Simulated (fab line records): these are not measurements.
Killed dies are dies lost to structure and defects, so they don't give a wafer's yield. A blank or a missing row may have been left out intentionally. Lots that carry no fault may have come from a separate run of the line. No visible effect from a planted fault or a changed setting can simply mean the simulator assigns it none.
Commonality check across tools ; flow sky130 ; Lots sampled 13, wafers sampled 39

== REASON IT WAS OPENED ==
SKY_LDD_HVN_TW_MEAS_10, reading LDD_HVN_TW: flagged on 1 of 13 lots. Wafers without a fault read 1436, standard deviation 9.4.
Rule: a lot gets a flag if all its wafers with a number sit over 4 standard deviations from that mean, or if no wafer of it has a number. The rest of the lots are taken to be sound.

lot;measured;on;LDD_HVN_TW, wafer by wafer;flag
L298;day 20 13:19;film metro-04;1448 1454 1442;
L299;day 21 03:54;film metro-01;1425 1423 1414;
L300;day 22 00:19;film metro-03;1436 1429 1436;
L301;day 22 00:28;film metro-03;1435 1444 1432;
L308;day 24 14:00;film metro-01;1424 1416 1420;
L310;day 25 04:30;film metro-04;30 30 30;FLAGGED
L313;day 26 02:08;film metro-01;1432 1434 1432;
L315;day 26 23:05;film metro-04;1434 1440 1450;
L317;day 27 09:16;film metro-01;1433 1425 1430;
L318;day 27 15:33;film metro-01;1437 1428 1421;
L316;day 27 15:51;film metro-03;1438 1431 1443;
L319;day 28 00:16;film metro-01;1441 1435 1441;
L320;day 28 08:57;film metro-01;1440 1448 1430;
On average the flagged lots read 30, which is -1406 against the usual, or -99 or more standard deviations.

== WHICH TOOL RAN EACH LOT ==
The record holds 2 process steps before the reading, out of a route of 708 steps. Read each cell as the tool, then ch plus the chambers that the sampled wafers visited, then the start.
lot;flag;SKY_POLY_GATE_ETCH_16;SKY_LDD_HVN_EXPOSE_04
L298;;rie diel-04 ch 0,1,3, day 16 14:41;iline stepper-01 ch 0, day 19 21:04
L299;;rie diel-04 ch 1,2,3, day 17 01:44;iline stepper-01 ch 0, day 20 12:40
L300;;rie diel-02 ch 1,2,3, day 17 23:19;iline stepper-01 ch 0, day 21 09:19
L301;;rie diel-04 ch 0,1, day 17 23:21;iline stepper-02 ch 0, day 21 09:33
L308;;rie diel-01 ch 0,1,2, day 20 15:13;iline stepper-01 ch 0, day 23 23:14
L310;FLAGGED;rie diel-01 ch 0,1,3, day 21 06:37;iline stepper-01 ch 0, day 24 13:46
L313;;rie diel-04 ch 0,2,3, day 22 05:43;iline stepper-01 ch 0, day 25 11:24
L315;;rie diel-04 ch 1,2,3, day 23 02:49;iline stepper-01 ch 0, day 26 08:22
L317;;rie diel-02 ch 2,3, day 23 13:14;iline stepper-02 ch 0, day 26 18:58
L318;;rie diel-04 ch 0,2,3, day 23 20:29;iline stepper-02 ch 0, day 27 01:07
L316;;rie diel-02 ch 0,1,3, day 23 22:52;iline stepper-02 ch 0, day 27 02:01
L319;;rie diel-01 ch 0,1,2, day 24 05:40;iline stepper-02 ch 0, day 27 09:34
L320;;rie diel-01 ch 0,1,3, day 24 14:36;iline stepper-01 ch 0, day 27 18:29
These steps, and what they do:
- SKY_POLY_GATE_ETCH_16: etches Si3N4 in CH3F/O2, stops on poly-Si, time 147.5 s, target depth 75 nm.
- SKY_LDD_HVN_EXPOSE_04: exposes mask HVNTM, target cd 700 nm.
- SKY_LDD_HVN_TW_MEAS_10

== FLAGGED OVER TOTAL, TOOL BY TOOL (the gauges that took the reading come last) ==
step;tool;lots run;flagged;share of the flagged lots;sound lots run after its first flagged lot
SKY_POLY_GATE_ETCH_16;rie diel-01;4;1;all;2 (L319,L320)
SKY_POLY_GATE_ETCH_16;rie diel-02;3;0;none;-
SKY_POLY_GATE_ETCH_16;rie diel-04;6;0;none;-
SKY_LDD_HVN_EXPOSE_04;iline stepper-01;8;1;all;3 (L313,L315,L320)
SKY_LDD_HVN_EXPOSE_04;iline stepper-02;5;0;none;-
SKY_LDD_HVN_TW_MEAS_10;film metro-01;7;0;none;-
SKY_LDD_HVN_TW_MEAS_10;film metro-03;3;0;none;-
SKY_LDD_HVN_TW_MEAS_10;film metro-04;3;1;all;1 (L315)

== WHAT THE TABLE ALLOWS ==
3 rows of the table ran every flagged lot: rie diel-01 at SKY_POLY_GATE_ETCH_16, iline stepper-01 at SKY_LDD_HVN_EXPOSE_04, film metro-04 at SKY_LDD_HVN_TW_MEAS_10.
- rie diel-01 at SKY_POLY_GATE_ETCH_16 ran 4 lots, 1 of them flagged. After the first flagged lot (L319, L320), sound lots still ran on it; a lasting fault on the whole tool would not permit that.
- iline stepper-01 at SKY_LDD_HVN_EXPOSE_04 ran 8 lots, 1 of them flagged. After the first flagged lot (L313, L315, L320), sound lots still ran on it; a lasting fault on the whole tool would not permit that.
- film metro-04 at SKY_LDD_HVN_TW_MEAS_10 ran 3 lots, 1 of them flagged. After the first flagged lot (L315), sound lots still ran on it; a lasting fault on the whole tool would not permit that.
Every row of the table either missed a flagged lot or ran a sound lot after the first.

== WHAT THE SIMULATOR HAD INSERTED ==
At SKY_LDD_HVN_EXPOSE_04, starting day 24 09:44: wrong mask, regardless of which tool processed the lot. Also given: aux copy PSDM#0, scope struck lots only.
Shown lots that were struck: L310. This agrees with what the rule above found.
